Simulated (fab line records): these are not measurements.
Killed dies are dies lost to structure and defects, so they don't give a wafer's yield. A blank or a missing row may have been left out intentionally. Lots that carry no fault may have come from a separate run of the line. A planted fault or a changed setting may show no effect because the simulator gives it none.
Which of the tools did it? / flow sky130 / 6 lots, 18 wafers sampled, at 2 steps of a route of 708

== WHAT THE GAUGES READ, wafer by wafer ==
SKY_SD_N_RS_MEAS_16: a four-point-probe measurement.
lot=L975; measured=day 29 08:57; on=film_metro-01; SD_N_RS (ohm/sq)=68.74 68.56 68.70
lot=L977; measured=day 29 16:53; on=film_metro-01; SD_N_RS (ohm/sq)=68.68 68.68 68.55
lot=L985; measured=day 31 16:05; on=film_metro-04; SD_N_RS (ohm/sq)=51.40 51.41 51.40 51.34 51.35 51.43
lot=L990; measured=day 33 06:28; on=film_metro-01; SD_N_RS (ohm/sq)=68.51 68.51 68.49
lot=L994; measured=day 34 18:31; on=film_metro-03; SD_N_RS (ohm/sq)=68.63 68.61 68.50
lot=L996; measured=day 35 15:43; on=film_metro-03; SD_N_RS (ohm/sq)=68.56 68.63 68.70

== TOOL THAT RAN EACH LOT (tool first, then ch and the chambers of the sampled wafers, then the start) ==
lot=L975; SKY_SD_N_RTA_14=rtp_anneal-02 ch 0, day 29 08:47
lot=L977; SKY_SD_N_RTA_14=rtp_anneal-01 ch 0, day 29 16:43
lot=L985; SKY_SD_N_RTA_14=rtp_anneal-02 ch 0, day 31 15:55
lot=L990; SKY_SD_N_RTA_14=rtp_anneal-01 ch 0, day 33 06:17
lot=L994; SKY_SD_N_RTA_14=rtp_anneal-01 ch 0, day 34 18:20
lot=L996; SKY_SD_N_RTA_14=rtp_anneal-01 ch 0, day 35 15:32
- SKY_SD_N_RTA_14: time 2 s.

== THE ANSWER, worked out from the rows above alone ==
Rule: usual is defined by the lots themselves. The widest of any qualifying gaps counts: lots, ordered by their means at a reading, are off when they make up no more than a third of the lots, leave a main group of 4 or more, and stand apart from it by 3 or more times the standard deviation of that group's means. A main group is skipped when, at the precision printed for the reading in the tables above, its means are all equal. A lot without any number at a reading at which 4 lots or more have one is off too. The other lots that the step has rows for count as sound.
Off: L985, seen at SKY_SD_N_RS_MEAS_16 (SD_N_RS). The main group has a mean of 68.60 ohm/sq with a standard deviation of 0.057.
A tool fits if, at a process step before that reading, it ran every lot that is off, and no sound lot after the first of them. The gauges at SKY_SD_N_RS_MEAS_16 are tried like those tools. Can't be told from this: 2 tools fit, rtp_anneal-02 at SKY_SD_N_RTA_14, film_metro-04 at SKY_SD_N_RS_MEAS_16.

== WHAT HAD BEEN PUT IN BY THE SIMULATOR ==
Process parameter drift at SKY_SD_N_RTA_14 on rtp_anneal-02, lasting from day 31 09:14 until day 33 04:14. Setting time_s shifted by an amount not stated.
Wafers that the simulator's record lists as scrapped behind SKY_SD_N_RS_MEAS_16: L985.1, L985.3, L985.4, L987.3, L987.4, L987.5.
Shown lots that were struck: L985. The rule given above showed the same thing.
